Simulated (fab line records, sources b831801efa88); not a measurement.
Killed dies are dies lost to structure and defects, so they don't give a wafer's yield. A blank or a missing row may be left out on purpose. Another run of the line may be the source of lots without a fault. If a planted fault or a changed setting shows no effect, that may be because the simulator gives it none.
Which tool did it?    flow sky130    21 wafers from 7 lots sampled at 2 of the route's 708 steps

## WHAT THE GAUGES READ, wafer by wafer
SKY_VT_ADJUST_LVTN_OVL_MEAS_18.
lot   measured      on          VT_ADJUST_LVTN_01_OVL (nm)
L961  day 8 08:14   overlay-01  0.3 -0.4 1.2
L964  day 9 04:32   overlay-01  -1.8 -1.4 -3.2
L968  day 10 06:24  overlay-02  0.0 1.4 1.6
L970  day 10 22:12  overlay-01  - - -
L972  day 11 18:07  overlay-01  - - -
L976  day 12 16:29  overlay-01  0.1 1.5 -1.4
L979  day 13 08:41  overlay-02  -0.6 -1.1 -0.9

## TOOL THAT RAN EACH LOT (tool first, then ch and the chambers of the sampled wafers, then the start)
lot   SKY_VT_ADJUST_LVTN_COAT_13
L961  litho track-02 ch 0, day 7 21:57
L964  litho track-04 ch 0, day 8 17:57
L968  litho track-04 ch 0, day 9 18:50
L970  litho track-04, day 10 10:50
L972  litho track-02, day 11 06:21
L976  litho track-02 ch 0, day 12 04:57
L979  litho track-02 ch 0, day 12 19:32
- SKY_VT_ADJUST_LVTN_COAT_13: resist thk 1140 nm.

## THE ANSWER, worked out from the rows above alone
Rule: the lots themselves supply what counts as usual. Put in order of their means at a reading, lots are off if they are a third of the lots or fewer, leave a main group of 4 or more, and stand apart from it by a gap of 3 or more times the standard deviation of the main group's means; of several such gaps the widest counts. A main group whose means are all the same, to the digits that the tables above print for the reading, isn't used. Also off: a lot with no number at a reading for which 4 or more lots have one. Where the step has rows for the other lots, those lots are counted as sound.
Off: L970, L972, at SKY_VT_ADJUST_LVTN_OVL_MEAS_18 (VT_ADJUST_LVTN_01_OVL). Without a number there: L970, L972. The main group has a mean of -0.3 nm with a standard deviation of 1.1.
A tool fits if, at a process step before that reading, it ran every lot that is off, and no sound lot after the first of them. The gauges at SKY_VT_ADJUST_LVTN_OVL_MEAS_18 are tried like those tools. None of those tried fits.

## WHAT THE SIMULATOR HAD PUT IN
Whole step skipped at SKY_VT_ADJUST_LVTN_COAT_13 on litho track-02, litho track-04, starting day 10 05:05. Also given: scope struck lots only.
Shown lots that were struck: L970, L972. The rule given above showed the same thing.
